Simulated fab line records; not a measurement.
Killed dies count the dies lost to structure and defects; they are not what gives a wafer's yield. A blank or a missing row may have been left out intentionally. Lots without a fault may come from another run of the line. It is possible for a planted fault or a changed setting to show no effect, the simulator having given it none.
What tool caused it?    flow sfqLine    Sampling: 14 lots, 42 wafers, 4 of 325 route steps

== WHAT EACH GAUGE READ, for each wafer ==
Not one reading of a measure or inspect step in the record can be checked against a usual standard deviation.

== WHICH TOOL RAN EACH LOT (tool, then ch and the chambers of the sampled wafers, then the start) ==
lot   SFQ_TRILAYER_L0_DEP_SPUTTER_003  SFQ_TRILAYER_M3_ETCH_METAL_ETCH_078  SFQ_TRILAYER_M4_BARC_OPEN_METAL_ETCH_123  SFQ_TRILAYER_A5B_DEP_PECVD_129
L685  pvdSputter-03, day 1 12:29       rieMetal-04 ch 0,1, day 27 12:11     rieMetal-01 ch 0,1, day 35 08:05          pecvd-04 ch 0,1,2, day 45 02:31
L686  pvdSputter-06, day 1 17:29       rieMetal-03 ch 0,1, day 27 15:47     rieMetal-04 ch 0,1, day 35 16:29          pecvd-04 ch 0,2, day 45 13:19
L687  pvdSputter-04, day 1 22:29       rieMetal-01 ch 0,1, day 28 04:34     rieMetal-02 ch 0,1, day 36 02:05          pecvd-03 ch 0,1,2, day 45 21:53
L688  pvdSputter-04, day 2 03:29       rieMetal-01 ch 0,1, day 28 11:46     rieMetal-01 ch 0,1, day 36 12:41          pecvd-03 ch 0,1,2, day 46 06:07
L689  pvdSputter-04, day 2 08:29       rieMetal-04 ch 0,1, day 29 09:12     rieMetal-02 ch 0,1, day 37 08:01          pecvd-04 ch 0,2, day 47 09:43
L690  pvdSputter-04, day 2 13:29       rieMetal-04 ch 1, day 29 15:16       rieMetal-04 ch 0,1, day 37 12:47          pecvd-01 ch 1,2, day 47 19:19
L691  pvdSputter-06, day 2 18:29       rieMetal-03 ch 0, day 29 23:40       rieMetal-04 ch 0,1, day 37 19:59          pecvd-04 ch 1,2, day 48 09:43
L692  pvdSputter-06, day 2 23:29       rieMetal-03 ch 0,1, day 30 09:18     rieMetal-04 ch 0,1, day 38 07:34          pecvd-01 ch 0,2, day 48 18:07
L693  pvdSputter-06, day 3 04:29       rieMetal-01 ch 0,1, day 31 02:46     rieMetal-04 ch 0,1, day 38 15:56          pecvd-04 ch 0,1, day 49 01:19
L694  pvdSputter-06, day 3 09:29       rieMetal-03 ch 0, day 31 11:14       rieMetal-02 ch 0,1, day 38 21:56          pecvd-01 ch 1,2, day 49 13:19
L702  pvdSputter-04, day 5 01:29       rieMetal-04 ch 0,1, day 34 08:09     rieMetal-01 ch 0,1, day 41 06:14          pecvd-04 ch 1,2, day 51 14:25
L703  pvdSputter-04, day 5 06:29       rieMetal-03 ch 0,1, day 34 17:49     rieMetal-01 ch 0,1, day 41 14:38          pecvd-04 ch 0,2, day 51 21:37
L705  pvdSputter-06, day 5 16:29       rieMetal-01 ch 0,1, day 35 17:45     rieMetal-02 ch 0, day 42 12:14            pecvd-03 ch 1,2, day 52 19:07
L706  pvdSputter-03, day 5 21:29       rieMetal-04 ch 0, day 35 21:25       rieMetal-04 ch 0,1, day 42 14:38          pecvd-04 ch 0,2, day 52 19:38
- SFQ_TRILAYER_L0_DEP_SPUTTER_003: material MoNx KI, target thk 40 nm, time 100 s.
- SFQ_TRILAYER_M3_ETCH_METAL_ETCH_078: etches Nb in Cl2/Ar, stops on SiO2, target depth 240 nm, time 120 s.
- SFQ_TRILAYER_M4_BARC_OPEN_METAL_ETCH_123: etches BARC in O2, target depth 125 nm, time 41.7 s.
- SFQ_TRILAYER_A5B_DEP_PECVD_129: deposits SiO2 from SiH4/N2O, time 133.33 s, target thk 600 nm.

== AS READ BY THE TOOLS THEMSELVES (means over the sampled wafers that have a number; for cases with no such wafer, the mark the record gives instead) ==
SFQ_TRILAYER_L0_DEP_SPUTTER_003. Usual: throttleValvePct reads 29.7 % (standard deviation 0.76).
lot   tool           throttleValvePct (%)  flag
L685  pvdSputter-03  29.8                  
L686  pvdSputter-06  29.7                  
L687  pvdSputter-04  29.5                  
L688  pvdSputter-04  29.6                  
L689  pvdSputter-04  30.2                  
L690  pvdSputter-04  29.7                  
L691  pvdSputter-06  29.6                  
L692  pvdSputter-06  29.2                  
L693  pvdSputter-06  29.1                  
L694  pvdSputter-06  29.6                  
L702  pvdSputter-04  29.7                  
L703  pvdSputter-04  29.8                  
L705  pvdSputter-06  29.3                  
L706  pvdSputter-03  30.3                  

SFQ_TRILAYER_M3_ETCH_METAL_ETCH_078. Usual: drypumpMotorCurrentA 6.12 A, standard deviation 0.27; oesProductAu 0.894 a.u., standard deviation 0.0068; runLengthS 148.3 s, standard deviation 0.52.
lot   tool         drypumpMotorCurrentA (A)  oesProductAu (a.u.)  runLengthS (s)  flag
L685  rieMetal-04  5.91                      0.892                148.2           
L686  rieMetal-03  6.14                      0.892                148.7           
L687  rieMetal-01  6.27                      0.891                148.0           
L688  rieMetal-01  6.29                      0.888                147.6           
L689  rieMetal-04  6.01                      0.895                147.9           
L690  rieMetal-04  6.10                      0.895                147.6           
L691  rieMetal-03  5.91                      0.889                148.9           
L692  rieMetal-03  6.14                      0.890                148.7           
L693  rieMetal-01  6.25                      0.895                147.9           
L694  rieMetal-03  5.90                      0.894                148.9           
L702  rieMetal-04  5.92                      0.903                148.3           
L703  rieMetal-03  6.13                      0.889                148.8           
L705  rieMetal-01  6.29                      0.907                148.0           
L706  rieMetal-04  5.83                      0.905                148.7           

SFQ_TRILAYER_M4_BARC_OPEN_METAL_ETCH_123. Usual: drypumpMotorCurrentA 5.97 A, standard deviation 0.27; oesProductAu 0.685 a.u., standard deviation 0.0047; runLengthS 70.0 s, standard deviation 0.78.
lot   tool         drypumpMotorCurrentA (A)  oesProductAu (a.u.)  runLengthS (s)  flag
L685  rieMetal-01  6.22                      0.682                69.6            
L686  rieMetal-04  6.00                      0.685                69.5            
L687  rieMetal-02  5.72                      0.684                70.0            
L688  rieMetal-01  6.29                      0.687                69.7            
L689  rieMetal-02  5.69                      0.682                69.8            
L690  rieMetal-04  5.99                      0.684                69.6            
L691  rieMetal-04  6.01                      0.685                69.5            
L692  rieMetal-04  5.92                      0.689                69.8            
L693  rieMetal-04  5.90                      0.685                70.0            
L694  rieMetal-02  5.62                      0.691                69.9            
L702  rieMetal-01  6.23                      0.705                68.2            OFF
L703  rieMetal-01  6.25                      0.727                66.6            OFF
L705  rieMetal-02  5.55                      0.689                73.1            OFF
L706  rieMetal-04  5.92                      0.691                69.9            

SFQ_TRILAYER_A5B_DEP_PECVD_129. Usual: heaterPowerW 81 W, standard deviation 10; throttleValvePct 25.1 %, standard deviation 1.6.
lot   tool      heaterPowerW (W)  throttleValvePct (%)  flag
L685  pecvd-04  77                24.1                  
L686  pecvd-04  93                25.1                  
L687  pecvd-03  74                24.5                  
L688  pecvd-03  78                24.3                  
L689  pecvd-04  90                25.0                  
L690  pecvd-01  88                25.0                  
L691  pecvd-04  80                23.6                  
L692  pecvd-01  74                27.6                  
L693  pecvd-04  81                24.8                  
L694  pecvd-01  81                25.7                  
L702  pecvd-04  80                23.8                  
L703  pecvd-04  87                25.3                  
L705  pecvd-03  80                25.4                  
L706  pecvd-04  95                25.4                  

== THE ANSWER, worked out from the rows above alone ==
Rule: lot off if the mean of its wafers having a number is beyond 3 standard deviations from the usual mean. A lot without any number at a reading at which 4 lots or more have one is off too. Any other lot the step has rows for is counted as sound. The gauges are gone through in route order, then the tools' own readings, and for those a lot's mean is taken as printed above. At the first step where some lot is off, the reading lying furthest off is the one used; lots without a number count as furthest.
Off: L702, L703, at SFQ_TRILAYER_M4_BARC_OPEN_METAL_ETCH_123 (oesProductAu).
A tool fits if, at that step or a process step before it, it ran every lot that is off, and no sound lot after the first of them. Undecided on this evidence; 2 tools fit (pvdSputter-04 at SFQ_TRILAYER_L0_DEP_SPUTTER_003, rieMetal-01 at SFQ_TRILAYER_M4_BARC_OPEN_METAL_ETCH_123).

== WHAT THE SIMULATOR HAD PUT IN ==
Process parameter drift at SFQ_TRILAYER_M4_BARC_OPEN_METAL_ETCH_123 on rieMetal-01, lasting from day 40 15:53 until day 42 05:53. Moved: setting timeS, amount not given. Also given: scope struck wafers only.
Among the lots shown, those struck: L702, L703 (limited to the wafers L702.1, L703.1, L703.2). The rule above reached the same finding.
